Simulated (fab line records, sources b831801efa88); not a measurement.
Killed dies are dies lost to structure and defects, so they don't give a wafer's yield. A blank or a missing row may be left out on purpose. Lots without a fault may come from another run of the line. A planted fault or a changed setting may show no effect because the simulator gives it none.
Which tool did it? | flow gf180mcu | 6 lots, 18 wafers sampled, at 3 steps of a route of 602

WHAT THE GAUGES READ, wafer by wafer
GF_HV_LDD_CD_MEAS_07: target cd 400 nm.
lot  | measured     | on        | cd_nm (nm)
L606 | day 11 09:04 | cd_sem-02 | 400.2 397.9 399.2
L608 | day 12 00:22 | cd_sem-02 | 396.6 397.7 395.7
L611 | day 12 16:24 | cd_sem-01 | 399.7 401.0 400.8
L614 | day 13 16:20 | cd_sem-01 | 403.7 404.3 400.6
L618 | day 15 00:23 | cd_sem-01 | 398.9 399.7 400.4
L623 | day 16 09:45 | cd_sem-01 | 318.0 318.8 320.1 317.6 318.8 319.8

WHICH TOOL RAN EACH LOT (tool, then ch and the chambers of the sampled wafers, then the start)
lot  | GF_NWELL_STRIP_10                   | GF_HV_LDD_EXPOSE_04
L606 | plasma_asher-04 ch 0,1, day 4 06:24 | iline_stepper-01 ch 0, day 11 00:37
L608 | plasma_asher-02 ch 0,1, day 4 15:48 | iline_stepper-02 ch 0, day 11 15:05
L611 | plasma_asher-02 ch 0,1, day 5 08:16 | iline_stepper-02 ch 0, day 12 06:38
L614 | plasma_asher-02 ch 0,1, day 5 23:40 | iline_stepper-02 ch 0, day 13 05:54
L618 | plasma_asher-03 ch 0,1, day 7 00:07 | iline_stepper-02 ch 0, day 14 14:09
L623 | plasma_asher-04 ch 0,1, day 8 02:08 | iline_stepper-02 ch 0, day 15 22:34
- GF_NWELL_STRIP_10: strips in O2/N2.
- GF_HV_LDD_EXPOSE_04: exposes mask Nplus LV AREA, target cd 400 nm.

THE ANSWER, worked out from the rows above alone
Rule: what is usual is taken from the lots themselves. Put in order of their means at a reading, lots are off if they are a third of the lots or fewer, leave a main group of 4 or more, and stand apart from it by a gap of 3 or more times the standard deviation of the main group's means; of several such gaps the widest counts. A main group whose means are all the same, to the digits that the tables above print for the reading, isn't used. A lot without any number at a reading at which 4 lots or more have one is off too. The other lots that the step has rows for count as sound.
Off: L623, at GF_HV_LDD_CD_MEAS_07 (cd_nm). The main group: mean 399.8 nm, standard deviation 2.
A tool fits if, at a process step before that reading, it ran every lot that is off, and no sound lot after the first of them. The gauges at GF_HV_LDD_CD_MEAS_07 are tried like those tools. Can't be told from this: 3 tools fit, plasma_asher-04 at GF_NWELL_STRIP_10, iline_stepper-02 at GF_HV_LDD_EXPOSE_04, cd_sem-01 at GF_HV_LDD_CD_MEAS_07.

WHAT THE SIMULATOR HAD PUT IN
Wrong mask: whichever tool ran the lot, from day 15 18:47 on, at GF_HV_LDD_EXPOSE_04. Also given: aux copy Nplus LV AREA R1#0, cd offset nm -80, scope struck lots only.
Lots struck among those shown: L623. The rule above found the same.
